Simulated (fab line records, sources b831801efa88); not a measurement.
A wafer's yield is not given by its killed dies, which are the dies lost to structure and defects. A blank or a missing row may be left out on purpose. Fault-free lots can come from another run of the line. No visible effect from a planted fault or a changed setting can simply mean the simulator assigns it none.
The tool behind it: which one? -- flow sfqLine -- 11 lots, 33 wafers sampled, at 6 steps of a route of 325

WHAT EACH GAUGE READ, for each wafer
SFQ_I7_BOW_MEAS_946. Usual: for I7_BOW the level is 3 um and the standard deviation is 12.
lot,measured,on,I7_BOW (um),flag
L791,day 71 04:19,filmMetro-02,-14 -6 -9,
L792,day 71 05:20,filmMetro-03,6 14 2,
L793,day 71 10:50,filmMetro-02,9 17 20,
L794,day 71 16:21,filmMetro-04,2 7 0,
L795,day 77 09:50,filmMetro-03,-32 -19 -19,
L799,day 80 18:43,filmMetro-02,-1 -12 -4,
L801,day 81 05:11,filmMetro-03,3 11 10,
L806,day 82 03:55,filmMetro-02,6 14 17,
L807,day 82 12:55,filmMetro-02,-3 18 3,
L808,day 82 23:32,filmMetro-03,10 9 7,
L814,day 84 12:08,filmMetro-02,0 -10 -4,

EACH LOT AND THE TOOL THAT RAN IT (in order: tool; ch and the chambers of the sampled wafers; start)
lot,SFQ_TRILAYER_JJ_TRILAYER_DEP_SPUTTER_109,SFQ_TRILAYER_JJ_CE_ETCH_RIE_118,SFQ_TRILAYER_I6_CMP_CMP_166,SFQ_TRILAYER_I6_METRO_MEASURE_167,SFQ_TRILAYER_I6_VIA_ETCH_VIA_ETCH_172
L791,"pvdSputter-04, day 55 02:49","rieMetal-02 ch 0,1, day 60 14:00","cmp-02 ch 0,2,3, day 65 23:37","filmMetro-01, day 66 01:44","rieDiel-04 ch 1,2,3, day 70 16:30"
L792,"pvdSputter-03, day 55 07:37","rieMetal-04 ch 0,1, day 60 17:36","cmp-01 ch 0,2,3, day 66 03:25","filmMetro-02, day 66 06:32","rieDiel-03 ch 0,1,3, day 70 18:54"
L793,"pvdSputter-05, day 55 10:01","rieMetal-03 ch 0,1, day 60 22:24","cmp-01 ch 0,1, day 66 11:45","filmMetro-02, day 66 15:04","rieDiel-03 ch 0,2, day 71 03:18"
L794,"pvdSputter-05, day 55 23:13","rieMetal-04 ch 0,1, day 61 05:36","cmp-02 ch 2,3, day 66 17:13","filmMetro-02, day 66 20:32","rieDiel-03 ch 0,1,2, day 71 08:06"
L795,"pvdSputter-05, day 57 00:20","rieMetal-02 ch 0,1, day 62 10:24","cmp-02 ch 0,1, day 73 06:08","filmMetro-04, day 73 08:45","rieDiel-03 ch 1,2,3, day 73 12:16"
L799,"pvdSputter-04, day 59 00:28","rieMetal-04 ch 1, day 63 23:59","cmp-01 ch 0,1, day 80 02:56","filmMetro-02, day 80 06:28","rieDiel-03 ch 0,2,3, day 80 11:07"
L801,"pvdSputter-05, day 59 05:16","rieMetal-03 ch 0,1, day 64 02:16","cmp-02 ch 0,1,2, day 80 14:22","filmMetro-04, day 80 16:53","rieDiel-03 ch 0,2, day 80 20:00"
L806,"pvdSputter-04, day 60 06:28","rieMetal-02 ch 0,1, day 64 21:26","cmp-02 ch 0,2, day 81 10:31","filmMetro-02, day 81 13:38","rieDiel-02 ch 0,1,3, day 81 19:07"
L807,"pvdSputter-03, day 60 10:05","rieMetal-04 ch 0,1, day 64 22:38","cmp-02 ch 0,1,2, day 81 20:32","filmMetro-02, day 81 23:40","rieDiel-03 ch 0,1,2, day 82 03:11"
L808,"pvdSputter-05, day 60 12:29","rieMetal-03 ch 0,1, day 64 23:50","cmp-02 ch 0,2,3, day 82 03:02","filmMetro-04, day 82 05:40","rieDiel-02 ch 2,3, day 82 09:19"
L814,"pvdSputter-05, day 62 07:10","rieMetal-03 ch 0,1, day 66 12:05","cmp-01 ch 1,2, day 83 04:25","filmMetro-01, day 83 07:14","rieDiel-03 ch 0,2,3, day 83 14:19"
- SFQ_TRILAYER_JJ_TRILAYER_DEP_SPUTTER_109: material Nb, target thk 150 nm, time 100 s.
- SFQ_TRILAYER_JJ_CE_ETCH_RIE_118: chemistry SF6, target Nb, stops on Al2O3, time 97.7 s, target depth 170 nm.
- SFQ_TRILAYER_I6_CMP_CMP_166: polishes SiO2.
- SFQ_TRILAYER_I6_METRO_MEASURE_167
- SFQ_TRILAYER_I6_VIA_ETCH_VIA_ETCH_172: etches SiO2 in CHF3, stops on Nb, target depth 260 nm.

WHAT THE TOOLS THEMSELVES READ (means of the sampled wafers that have a number; where no wafer has one, the mark that the record gives instead)
SFQ_TRILAYER_JJ_TRILAYER_DEP_SPUTTER_109. Usual: throttleValvePct reads 30.1 % (standard deviation 1.2).
lot,tool,throttleValvePct (%),flag
L791,pvdSputter-04,30.6,
L792,pvdSputter-03,29.3,
L793,pvdSputter-05,30.5,
L794,pvdSputter-05,31.2,
L795,pvdSputter-05,30.5,
L799,pvdSputter-04,30.0,
L801,pvdSputter-05,30.6,
L806,pvdSputter-04,29.8,
L807,pvdSputter-03,29.0,
L808,pvdSputter-05,30.7,
L814,pvdSputter-05,31.0,

SFQ_TRILAYER_JJ_CE_ETCH_RIE_118. Usual: drypumpMotorCurrentA 5.74 A, standard deviation 0.27; oesProductAu 0.986 a.u., standard deviation 0.0099.
lot,tool,drypumpMotorCurrentA (A),oesProductAu (a.u.),flag
L791,rieMetal-02,5.69,0.981,
L792,rieMetal-04,5.28,0.995,
L793,rieMetal-03,5.95,0.987,
L794,rieMetal-04,5.55,0.998,
L795,rieMetal-02,5.71,0.983,
L799,rieMetal-04,5.82,0.992,
L801,rieMetal-03,5.95,0.982,
L806,rieMetal-02,5.71,0.989,
L807,rieMetal-04,5.55,0.989,
L808,rieMetal-03,5.96,0.979,
L814,rieMetal-03,5.93,0.975,

SFQ_TRILAYER_I6_CMP_CMP_166. Usual: motorCurrentA 9.8 A, standard deviation 1.5; timeToEndpointS 217 s, standard deviation 7.2.
lot,tool,motorCurrentA (A),timeToEndpointS (s),flag
L791,cmp-02,9.6,228,
L792,cmp-01,10.1,212,
L793,cmp-01,9.6,222,
L794,cmp-02,8.8,216,
L795,cmp-02,10.8,220,
L799,cmp-01,9.5,230,
L801,cmp-02,10.4,215,
L806,cmp-02,9.8,214,
L807,cmp-02,10.3,214,
L808,cmp-02,9.8,211,
L814,cmp-01,8.7,211,

SFQ_TRILAYER_I6_METRO_MEASURE_167. Usual: thkNm reads 200.7 nm (standard deviation 1).
lot,tool,thkNm (nm),flag
L791,filmMetro-01,200.2,
L792,filmMetro-02,201.3,
L793,filmMetro-02,200.6,
L794,filmMetro-02,201.2,
L795,filmMetro-04,200.9,
L799,filmMetro-02,187.9,OFF
L801,filmMetro-04,200.2,
L806,filmMetro-02,202.1,
L807,filmMetro-02,201.3,
L808,filmMetro-04,200.0,
L814,filmMetro-01,200.7,

SFQ_TRILAYER_I6_VIA_ETCH_VIA_ETCH_172. Usual: drypumpMotorCurrentA 5.8 A, standard deviation 0.49; oesProductAu 0.856 a.u., standard deviation 0.0061.
lot,tool,drypumpMotorCurrentA (A),oesProductAu (a.u.),flag
L791,rieDiel-04,5.7,0.854,
L792,rieDiel-03,5.9,0.854,
L793,rieDiel-03,6.3,0.859,
L794,rieDiel-03,6.0,0.858,
L795,rieDiel-03,6.1,0.862,
L799,rieDiel-03,6.4,0.835,OFF
L801,rieDiel-03,6.3,0.856,
L806,rieDiel-02,5.4,0.858,
L807,rieDiel-03,6.0,0.858,
L808,rieDiel-02,5.8,0.849,
L814,rieDiel-03,6.4,0.855,

THE ANSWER, worked out from the rows above alone
Rule: lot off if the mean of its wafers having a number is beyond 3 standard deviations from the usual mean. Also off: a lot with no number at a reading for which 4 or more lots have one. The other lots that the step has rows for count as sound. The gauges are gone through in route order, then the tools' own readings, and for those a lot's mean is taken as printed above. The first step at which some lot is off is used, and at that step the reading that is off furthest; a lot without a number counts as furthest.
Off, at SFQ_TRILAYER_I6_METRO_MEASURE_167 on thkNm: L799.
A tool fits if, at that step or a process step before it, it ran every lot that is off, and no sound lot after the first of them. Not one of the candidates tried fits.

WHAT THE SIMULATOR HAD PUT IN
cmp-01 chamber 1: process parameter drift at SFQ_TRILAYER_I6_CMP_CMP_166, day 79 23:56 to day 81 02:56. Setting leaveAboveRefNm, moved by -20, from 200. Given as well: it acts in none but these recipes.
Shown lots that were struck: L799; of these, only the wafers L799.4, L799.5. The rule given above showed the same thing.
